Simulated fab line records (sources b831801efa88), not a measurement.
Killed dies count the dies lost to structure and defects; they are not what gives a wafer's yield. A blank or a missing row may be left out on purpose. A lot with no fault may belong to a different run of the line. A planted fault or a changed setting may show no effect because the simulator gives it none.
Which tool was responsible?    flow gf180mcu    6 lots, 18 wafers sampled, at 3 steps of a route of 602

WHAT EACH GAUGE READ, for each wafer
GF_MIM_RS_MEAS_10: the measuring method here is four-point-probe.
lot   measured      on            MIM_ALCU_RS (ohm/sq)
L490  day 24 16:50  filmMetro-01  0.1586 0.1590 0.1602
L492  day 25 08:20  filmMetro-01  0.1594 0.1603 0.1600
L500  day 27 23:58  filmMetro-04  0.1608 0.1604 0.1596
L505  day 29 13:48  filmMetro-03  0.1592 0.1585 0.1598
L509  day 30 08:46  filmMetro-01  0.1580 0.1592 0.1587
L512  day 31 12:06  filmMetro-01  0.1607 0.1611 0.1594

WHICH TOOL RAN EACH LOT (tool, then ch and the chambers of the sampled wafers, then the start)
lot   GF_HV_LDD_CVD_56             GF_MIM_SPUTTER_04
L490  lpcvd-01 ch 1, day 12 15:07  pvdSputter-01, day 24 16:35
L492  lpcvd-01 ch 1, day 13 06:38  pvdSputter-01, day 25 08:05
L500  lpcvd-02 ch 0, day 15 23:56  pvdSputter-01, day 27 23:44
L505  lpcvd-01 ch 0, day 17 18:23  pvdSputter-01, day 29 13:31
L509  lpcvd-01 ch 0, day 18 18:35  pvdSputter-04, day 30 08:31
L512  lpcvd-02 ch 0, day 20 08:03  pvdSputter-01, day 31 11:51
- GF_HV_LDD_CVD_56: deposits Si3N4 from DCS/NH3, target thk 90 nm, time 1543 s.
- GF_MIM_SPUTTER_04: material TiN, target thk 50 nm, time 41.7 s.

THE ANSWER, worked out from the rows above alone
Rule: usual is defined by the lots themselves. The widest of any qualifying gaps counts: lots, ordered by their means at a reading, are off when they make up no more than a third of the lots, leave a main group of 4 or more, and stand apart from it by 3 or more times the standard deviation of that group's means. If all means in a main group match to the digits the tables above print for the reading, that group is not used. A lot without any number at a reading at which 4 lots or more have one is off too. The other lots that the step has rows for count as sound.
Across all readings shown, no lot is off: no conclusion can be drawn from this.

WHAT THE SIMULATOR HAD PUT IN
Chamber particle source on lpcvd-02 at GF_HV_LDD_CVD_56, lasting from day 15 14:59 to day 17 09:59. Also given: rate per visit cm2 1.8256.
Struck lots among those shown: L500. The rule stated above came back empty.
